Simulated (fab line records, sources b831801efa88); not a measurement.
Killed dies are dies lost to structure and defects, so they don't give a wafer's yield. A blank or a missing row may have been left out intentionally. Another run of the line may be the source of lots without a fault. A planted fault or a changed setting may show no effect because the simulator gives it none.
Comparing a struck lot with a sound one ; flow sky130 ; 16 out of 708 route steps
Sound: wafers L166.2, L166.4, L166.5. Struck: wafers L163.3, L163.5, L163.6. Last of all comes the cause.
Per side, at each step with rows, come the tool, then ch with its chambers, and then its first start. Under that, the readings that differ: sound wafers ; struck wafers ; difference of the means ; sigmas: that difference in standard deviations of wafers without a fault.
alike: readings with means less than 2 such deviations apart, plus words and numbers identical on both sides. not compared: withheld readings, readings lacking a value on some wafer, bounds such as >300 that could conceal the same value, and numbers that have no deviation in the record and whose values overlap.
The two part at a step that has a row with sigmas, a row that says differs or no value, or rows on one side only. When numbers do not overlap yet have no deviation, they are printed without sigmas and do not part them. Lack of a reading on every wafer of one side parts them only where that side has two or more wafers.

first, 1 step without rows for these wafers: SKY_VT_ADJUST_HVTP_DEVELOP_06 (develop time 60 s).
SKY_VT_ADJUST_HVTP_CD_MEAS_07 targets a cd of 380 nm.
  sound on cd_sem-01 at day 10 10:35; struck on cd_sem-02 at day 9 10:37
  alike: cd_nm
SKY_VT_ADJUST_HVTP_OVL_MEAS_08:
  sound on overlay-01 at day 10 10:41; struck on overlay-01 at day 9 10:42
  alike: VT_ADJUST_HVTP_OVL
then, 1 step without rows for these wafers: SKY_VT_ADJUST_HVTP_IMPLANT_09.
SKY_VT_ADJUST_HVTP_STRIP_10: strips in O2/N2.
  sound on plasma_asher-01 ch 0,1, day 10 10:52; struck on plasma_asher-02 ch 0,1, day 9 10:55
  alike: drypump_motor_current_A, o2_flow_sccm, oes_product_au, strip_time_to_endpoint_s
  not compared: rf_hours_counter_h
SKY_VT_ADJUST_HVTP_TW_MEAS_11:
  sound on film_metro-01 at day 10 10:59; struck on film_metro-01 at day 9 10:59
  alike: VT_ADJUST_HVTP_TW
then, 6 steps without rows for these wafers: SKY_VT_ADJUST_LVTN_DEHYDRATE_00 (time 60 s); SKY_VT_ADJUST_LVTN_HMDS_01 (prime time 60 s); SKY_VT_ADJUST_LVTN_COAT_02 (resist thk 3000 nm); SKY_VT_ADJUST_LVTN_SOFTBAKE_03; SKY_VT_ADJUST_LVTN_EXPOSE_04 (exposes mask NWM COMPLEMENT LESS NATIVE, target cd 840 nm); SKY_VT_ADJUST_LVTN_PEB_05.
SKY_VT_ADJUST_LVTN_DEVELOP_06: develop time 60 s.
  sound on litho_track-02 ch 0, day 11 09:00; struck on litho_track-04 ch 0, day 10 08:00
SKY_VT_ADJUST_LVTN_OVL_MEAS_07:
  sound on overlay-01 at day 11 09:19; struck on overlay-02 at day 10 08:38
reading;sound;struck;difference;sigmas
VT_ADJUST_LVTN_OVL (nm);-0.1 -1.4 -1.4;- - -;no value on the struck wafers;
then, 1 step without rows for these wafers: SKY_VT_ADJUST_LVTN_IMPLANT_08.
-- record jumps: 38 days separate the struck wafers' starts on either side; left off in module VT_ADJUST_LVTN, taken up again in module PAD_OPEN, whose first shown step is the route's number 708 --
SKY_PAD_OPEN_PROBE_99:
  sound on prober-02 at day 50 01:23; struck on prober-01 at day 48 19:41
reading;sound;struck;difference;sigmas
hold;- - -;await_dispo/5.0h/scrap await_dispo/5.0h/scrap await_dispo/5.0h/scrap;no value on the sound wafers;
killed_at_front_end;12 12 13;433 418 426;+413;+99 or more
killed_dies;103 95 71;492 492 492;+402;+42
killed_on_rim;25 21 11;96 96 96;+77;+20
  alike: killed_at_M0_to_M3, killed_at_M4_up, killed_at_contacts, killed_at_other, killed_open, killed_short

## WHERE THEY PART
Last at SKY_PAD_OPEN_PROBE_99 as far as this record goes, first at SKY_VT_ADJUST_LVTN_OVL_MEAS_07.

WHY: what the simulator had put in
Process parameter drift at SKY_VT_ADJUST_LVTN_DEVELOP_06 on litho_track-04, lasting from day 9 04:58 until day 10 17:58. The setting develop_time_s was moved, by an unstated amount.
